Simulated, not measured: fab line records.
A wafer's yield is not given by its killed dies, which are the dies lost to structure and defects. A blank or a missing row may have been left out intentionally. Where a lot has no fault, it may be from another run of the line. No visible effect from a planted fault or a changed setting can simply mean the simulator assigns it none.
One fault through the eyes of 2 desks	flow sky130	only its own numbers are on each desk; what lay behind them is given at the end

## THE METROLOGY DESK
Lot by lot, what the gauges showed, no matter which tool ran the lot: averages of those sampled wafers that carry a number. Any lot whose mean is over 4 standard deviations away from the usual mean is out of limits and marked OUT; that distance is given in the brackets.
Columns: A = FIELD_ISO_CVD_03_THK at SKY_FIELD_ISO_THK_MEAS_04, usual 166.7 nm; B = cd nm at SKY_FIELD_ISO_CD_MEAS_13, usual 150.3 nm; C = NWELL_01_OVL at SKY_NWELL_OVL_MEAS_23, usual 0.3 nm; D = VT_ADJUST_HVTP_OVL at SKY_VT_ADJUST_HVTP_OVL_MEAS_08, usual 1.2 nm
lot	first seen here	A	B	C	D
L626	day 1 14:24	168.0	152.3	0.5	1.7
L627	day 1 18:29	167.1	148.6	1.7	2.2
L628	day 2 00:57	168.2	151.6	1.9	0.6
L631	day 2 16:18	163.8	150.2	0.8	0.0
L632	day 2 23:07	164.3	152.3	0.7	1.3
L635	day 3 14:09	165.7	150.1	-1.6	0.5
L636	day 3 18:52	164.2	149.3	0.4	-0.8
L637	day 4 02:58	166.1	150.4	1.4	1.2
L640	day 4 17:10	165.8	149.2	2.0	1.0
L642	day 5 02:35	165.3	150.4	0.7	1.8
L643	day 5 05:43	167.9	150.1	-0.3	1.0
L646	day 5 18:08	166.6	154.6	-0.8	1.3
L647	day 5 23:29	166.5	151.9	-0.8	-0.9
L649	day 6 08:55	167.0	149.0	-0.0	2.2
Finding of this desk: none of the 14 lots has anything out of limits.

## THE TOOL OWNER'S DESK: litho track-03
The tool's own readings at SKY_NWELL_DEVELOP_22 (develop time 60 s): means of the sampled wafers that have a number, for each lot that ran on this tool. Any lot whose mean is over 4 standard deviations away from the usual mean is out of limits and marked OUT; that distance is given in the brackets.
Columns: A = developer temp C at SKY_NWELL_DEVELOP_22, usual 23.02 C
lot	first seen here	A
L626	day 5 02:00	23.00
L628	day 5 17:00	23.01
L632	day 7 02:00	22.86
L640	day 8 23:00	23.09
L643	day 9 15:00	23.06
Finding of this desk: none of the 5 lots has anything out of limits.

## BROUGHT TOGETHER
At the metrology desk, nothing out of limits was observed.
The desk of the tool owner found nothing out of limits.

## WHAT WAS PUT IN BY THE SIMULATOR
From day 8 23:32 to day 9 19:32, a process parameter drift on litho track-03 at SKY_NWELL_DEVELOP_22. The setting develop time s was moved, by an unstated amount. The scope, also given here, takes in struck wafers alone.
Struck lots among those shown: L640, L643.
